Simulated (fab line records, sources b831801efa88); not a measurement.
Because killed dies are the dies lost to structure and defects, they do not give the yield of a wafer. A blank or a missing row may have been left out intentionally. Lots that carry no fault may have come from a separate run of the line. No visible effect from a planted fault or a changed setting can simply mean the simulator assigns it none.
What tool caused it? / flow gf180mcu / 36 wafers from 12 lots sampled at 2 of the route's 602 steps

WHAT EACH GAUGE READ, for each wafer
GF_HV_LDD_THK_MEAS_55.
lot=L617; measured=day 12 23:22; on=film-metro-04; HV_LDD_CVD_54_THK (nm)=9.88 9.99 9.85
lot=L616; measured=day 13 00:01; on=film-metro-02; HV_LDD_CVD_54_THK (nm)=10.01 10.08 9.96
lot=L622; measured=day 14 19:41; on=film-metro-02; HV_LDD_CVD_54_THK (nm)=10.25 10.23 10.25
lot=L624; measured=day 15 17:35; on=film-metro-02; HV_LDD_CVD_54_THK (nm)=12.12 12.10 12.09 12.17 12.11 12.07
lot=L629; measured=day 17 00:27; on=film-metro-01; HV_LDD_CVD_54_THK (nm)=10.02 9.95 9.96
lot=L631; measured=day 17 21:20; on=film-metro-02; HV_LDD_CVD_54_THK (nm)=10.16 10.17 10.27
lot=L633; measured=day 18 11:15; on=film-metro-02; HV_LDD_CVD_54_THK (nm)=10.04 10.15 9.96
lot=L634; measured=day 18 16:37; on=film-metro-02; HV_LDD_CVD_54_THK (nm)=10.04 10.13 9.95
lot=L635; measured=day 19 07:53; on=film-metro-02; HV_LDD_CVD_54_THK (nm)=9.87 9.98 9.85
lot=L636; measured=day 19 09:02; on=film-metro-04; HV_LDD_CVD_54_THK (nm)=9.89 9.96 9.93
lot=L637; measured=day 19 18:42; on=film-metro-02; HV_LDD_CVD_54_THK (nm)=9.83 9.91 9.98
lot=L638; measured=day 20 02:30; on=film-metro-04; HV_LDD_CVD_54_THK (nm)=9.94 9.82 9.87

EACH LOT AND THE TOOL THAT RAN IT (in order: tool; ch and the chambers of the sampled wafers; start)
lot=L617; GF_HV_LDD_CVD_54=lpcvd-01 ch 0, day 12 22:20
lot=L616; GF_HV_LDD_CVD_54=lpcvd-02 ch 0, day 12 23:00
lot=L622; GF_HV_LDD_CVD_54=lpcvd-02 ch 0, day 14 18:40
lot=L624; GF_HV_LDD_CVD_54=lpcvd-02 ch 0, day 15 16:34
lot=L629; GF_HV_LDD_CVD_54=lpcvd-01 ch 1, day 16 23:24
lot=L631; GF_HV_LDD_CVD_54=lpcvd-01 ch 1, day 17 20:19
lot=L633; GF_HV_LDD_CVD_54=lpcvd-01 ch 1, day 18 10:13
lot=L634; GF_HV_LDD_CVD_54=lpcvd-01 ch 0, day 18 15:35
lot=L635; GF_HV_LDD_CVD_54=lpcvd-02 ch 0, day 19 06:52
lot=L636; GF_HV_LDD_CVD_54=lpcvd-02 ch 1, day 19 08:00
lot=L637; GF_HV_LDD_CVD_54=lpcvd-02 ch 0, day 19 17:40
lot=L638; GF_HV_LDD_CVD_54=lpcvd-02 ch 0, day 20 01:29
- GF_HV_LDD_CVD_54: deposits SiO2 from TEOS, target thk 10 nm, time 75 s.

WHAT THE TOOLS THEMSELVES READ (means of the sampled wafers that have a number; where no wafer has one, the mark that the record gives instead)
GF_HV_LDD_CVD_54.
lot=L617; tool=lpcvd-01; spike-tc-bottom-C (C)=700.3; spike-tc-centre-C (C)=681.1; spike-tc-lower-C (C)=681.1; spike-tc-top-C (C)=695.8; spike-tc-upper-C (C)=679.1; zone-power-top-pct (%)=20.4
lot=L616; tool=lpcvd-02; spike-tc-bottom-C (C)=699.9; spike-tc-centre-C (C)=681.5; spike-tc-lower-C (C)=681.3; spike-tc-top-C (C)=691.4; spike-tc-upper-C (C)=680.6; zone-power-top-pct (%)=20.3
lot=L622; tool=lpcvd-02; spike-tc-bottom-C (C)=700.8; spike-tc-centre-C (C)=681.3; spike-tc-lower-C (C)=680.6; spike-tc-top-C (C)=693.9; spike-tc-upper-C (C)=680.3; zone-power-top-pct (%)=20.1
lot=L624; tool=lpcvd-02; spike-tc-bottom-C (C)=707.2; spike-tc-centre-C (C)=688.9; spike-tc-lower-C (C)=688.7; spike-tc-top-C (C)=700.9; spike-tc-upper-C (C)=687.9; zone-power-top-pct (%)=20.5
lot=L629; tool=lpcvd-01; spike-tc-bottom-C (C)=699.3; spike-tc-centre-C (C)=680.6; spike-tc-lower-C (C)=680.3; spike-tc-top-C (C)=695.3; spike-tc-upper-C (C)=678.9; zone-power-top-pct (%)=20.0
lot=L631; tool=lpcvd-01; spike-tc-bottom-C (C)=700.9; spike-tc-centre-C (C)=680.9; spike-tc-lower-C (C)=680.3; spike-tc-top-C (C)=696.5; spike-tc-upper-C (C)=679.7; zone-power-top-pct (%)=20.0
lot=L633; tool=lpcvd-01; spike-tc-bottom-C (C)=700.4; spike-tc-centre-C (C)=680.5; spike-tc-lower-C (C)=680.2; spike-tc-top-C (C)=696.2; spike-tc-upper-C (C)=679.3; zone-power-top-pct (%)=19.9
lot=L634; tool=lpcvd-01; spike-tc-bottom-C (C)=700.7; spike-tc-centre-C (C)=680.8; spike-tc-lower-C (C)=681.1; spike-tc-top-C (C)=695.3; spike-tc-upper-C (C)=680.5; zone-power-top-pct (%)=20.7
lot=L635; tool=lpcvd-02; spike-tc-bottom-C (C)=700.8; spike-tc-centre-C (C)=680.7; spike-tc-lower-C (C)=679.7; spike-tc-top-C (C)=692.6; spike-tc-upper-C (C)=680.2; zone-power-top-pct (%)=20.3
lot=L636; tool=lpcvd-02; spike-tc-bottom-C (C)=702.3; spike-tc-centre-C (C)=681.3; spike-tc-lower-C (C)=679.6; spike-tc-top-C (C)=695.4; spike-tc-upper-C (C)=679.4; zone-power-top-pct (%)=19.0
lot=L637; tool=lpcvd-02; spike-tc-bottom-C (C)=700.0; spike-tc-centre-C (C)=680.7; spike-tc-lower-C (C)=681.7; spike-tc-top-C (C)=694.0; spike-tc-upper-C (C)=680.8; zone-power-top-pct (%)=20.2
lot=L638; tool=lpcvd-02; spike-tc-bottom-C (C)=700.9; spike-tc-centre-C (C)=682.4; spike-tc-lower-C (C)=681.6; spike-tc-top-C (C)=692.5; spike-tc-upper-C (C)=679.4; zone-power-top-pct (%)=20.3

THE ANSWER, worked out from the rows above alone
Rule: what is usual is taken from the lots themselves. Put in order of their means at a reading, lots are off if they are a third of the lots or fewer, leave a main group of 4 or more, and stand apart from it by a gap of 3 or more times the standard deviation of the main group's means; of several such gaps the widest counts. If all means in a main group match to the digits the tables above print for the reading, that group is not used. A lot without any number at a reading at which 4 lots or more have one is off too. Where the step has rows for the other lots, those lots are counted as sound. The gauges are gone through in route order, then the tools' own readings, and for those a lot's mean is taken as printed above. At the first step where some lot is off, the reading lying furthest off is the one used; lots without a number count as furthest.
Off: L624, seen at GF_HV_LDD_THK_MEAS_55 (HV_LDD_CVD_54_THK). Main group: mean 10.00 nm, sd 0.12.
A tool fits if, at a process step before that reading, it ran every lot that is off, and no sound lot after the first of them. The gauges at GF_HV_LDD_THK_MEAS_55 aren't tried: what is off there is off at GF_HV_LDD_CVD_54 too, on other tools, and a gauge's error can't cause that. Of those tried, none fits.

WHAT WAS PUT IN BY THE SIMULATOR
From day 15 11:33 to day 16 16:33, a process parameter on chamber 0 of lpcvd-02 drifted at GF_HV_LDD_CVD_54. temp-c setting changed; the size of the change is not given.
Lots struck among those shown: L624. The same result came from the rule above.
